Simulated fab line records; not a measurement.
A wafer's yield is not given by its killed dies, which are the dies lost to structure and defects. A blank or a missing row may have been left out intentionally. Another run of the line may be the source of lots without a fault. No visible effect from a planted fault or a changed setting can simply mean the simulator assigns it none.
A lot that was struck, set against a sound lot -- flow sky130 -- 20 out of 708 route steps
Sound: wafers L265.1, L265.3, L265.6. Wafers struck: L260.4, L260.5, L260.6. At the end, the cause is stated.
Order at every step that has rows: each side's tool, ch and its chambers, its first start. Under that, the readings that differ: sound wafers -- struck wafers -- difference of the means -- sigmas: that difference in standard deviations of wafers without a fault.
alike: readings with means less than 2 such deviations apart, plus words and numbers identical on both sides. not compared: withheld readings, readings lacking a value on some wafer, bounds such as >300 that could conceal the same value, and numbers that have no deviation in the record and whose values overlap.
A row with sigmas, a row that says differs or no value, or rows on one side alone: a step with any of these is where the two part. Numbers that don't overlap but have no deviation are shown without sigmas and don't part them. A reading that every wafer of one side lacks parts them only if that side has two wafers or more.

SKY_SONOS_TUNNEL_TW_MEAS_12:
  sound on film_metro-03, day 16 01:56; struck on film_metro-04, day 14 22:52
  alike: SONOS_TUNNEL_TW
then, 2 steps without rows for these wafers: SKY_SONOS_TUNNEL_CLEAN_13 (cleans in dHF, time 20 s); SKY_SONOS_ONO_OXIDATION_00 (stabilise 600 s, purge 300 s, target thk 2.6 nm).
SKY_SONOS_ONO_THK_MEAS_01:
  sound on film_metro-02, day 16 10:29; struck on film_metro-01, day 15 00:50
  alike: SONOS_ONO_OXIDATION_THK
then, 1 step without rows for these wafers: SKY_SONOS_ONO_CVD_02 (deposits Si3N4 from DCS/NH3, target thk 10.5 nm, time 180 s).
SKY_SONOS_ONO_THK_MEAS_03:
  sound on film_metro-02, day 16 11:36; struck on film_metro-01, day 15 02:28
reading,sound,struck,difference,sigmas
SONOS_ONO_CVD_02_THK (nm),10.56 10.61 10.56,10.34 10.38 10.34,-0.22,-2
then, 1 step without rows for these wafers: SKY_SONOS_ONO_CVD_04 (deposits SiO2 from SiH4/N2O, target thk 5.7199 nm).
SKY_SONOS_ONO_THK_MEAS_05:
  sound on film_metro-02, day 16 12:55; struck on film_metro-04, day 15 03:46
  alike: SONOS_ONO_CVD_04_THK
then, 4 steps without rows for these wafers: SKY_SONOS_ONO_DEHYDRATE_06 (time 60 s); SKY_SONOS_ONO_HMDS_07 (prime time 60 s); SKY_SONOS_ONO_COAT_08 (resist thk 1140 nm); SKY_SONOS_ONO_SOFTBAKE_09 (time 60 s).
SKY_SONOS_ONO_EXPOSE_10: exposes mask ONOM, target cd 410 nm.
  sound on iline_stepper-02 ch 0, day 17 02:16; struck on iline_stepper-01 ch 0, day 15 17:25
reading,sound,struck,difference,sigmas
exposure_dose_mJ_cm2,149.95 149.94 150.17,156.23 155.94 155.97,+6.03,+43
  alike: mask
then, 2 steps without rows for these wafers: SKY_SONOS_ONO_PEB_11; SKY_SONOS_ONO_DEVELOP_12 (develop time 60 s).
SKY_SONOS_ONO_CD_MEAS_13: target cd 410 nm.
  sound on cd_sem-01, day 17 16:56; struck on cd_sem-01, day 16 06:50
reading,sound,struck,difference,sigmas
cd_nm (nm),408.3 407.0 407.7,398.7 400.9 397.7,-8.6,-4
SKY_SONOS_ONO_OVL_MEAS_14:
  sound on overlay-01, day 17 17:04; struck on overlay-01, day 16 06:55
  alike: SONOS_ONO_OVL
SKY_SONOS_ONO_ETCH_15: etches the open film in CHF3/O2, target depth 19.52 nm, time 7.8 s.
  sound on rie_diel-01 ch 0,2, day 17 17:06; struck on rie_diel-04 ch 1,2,3, day 16 06:56
reading,sound,struck,difference,sigmas
model.SONOS_ONO.cd_nm (nm),408.3 407 407.2,398.7 401.4 397.6,-8.3,
  alike: bias_w, drypump_motor_current_A, oes_product_au, rf_fwd_power_W, throttle_valve_pct
  not compared: rf_hours_counter_h
then, 1 step without rows for these wafers: SKY_SONOS_ONO_WET_ETCH_16 (etches SiO2 in dHF, target depth 14 nm, time 280 s).
-- the record jumps here: 33 days lie between the struck wafers' starts before and after (it left off in module SONOS_ONO and takes up again in module PAD_OPEN, whose first step shown is number 708 of the route) --
SKY_PAD_OPEN_PROBE_99:
  sound on prober-01, day 49 15:13; struck on prober-02, day 49 00:15
  alike: killed_at_M0_to_M3, killed_at_M4_up, killed_at_contacts, killed_at_front_end, killed_at_other, killed_dies, killed_open, killed_short

## WHERE THEY PART
Earliest at SKY_SONOS_ONO_THK_MEAS_03; latest, in this record, at SKY_SONOS_ONO_CD_MEAS_13. Later steps at which nothing parts them and some readings are alike: SKY_SONOS_ONO_OVL_MEAS_14, SKY_SONOS_ONO_ETCH_15, SKY_PAD_OPEN_PROBE_99.

WHY: what had been put in by the simulator
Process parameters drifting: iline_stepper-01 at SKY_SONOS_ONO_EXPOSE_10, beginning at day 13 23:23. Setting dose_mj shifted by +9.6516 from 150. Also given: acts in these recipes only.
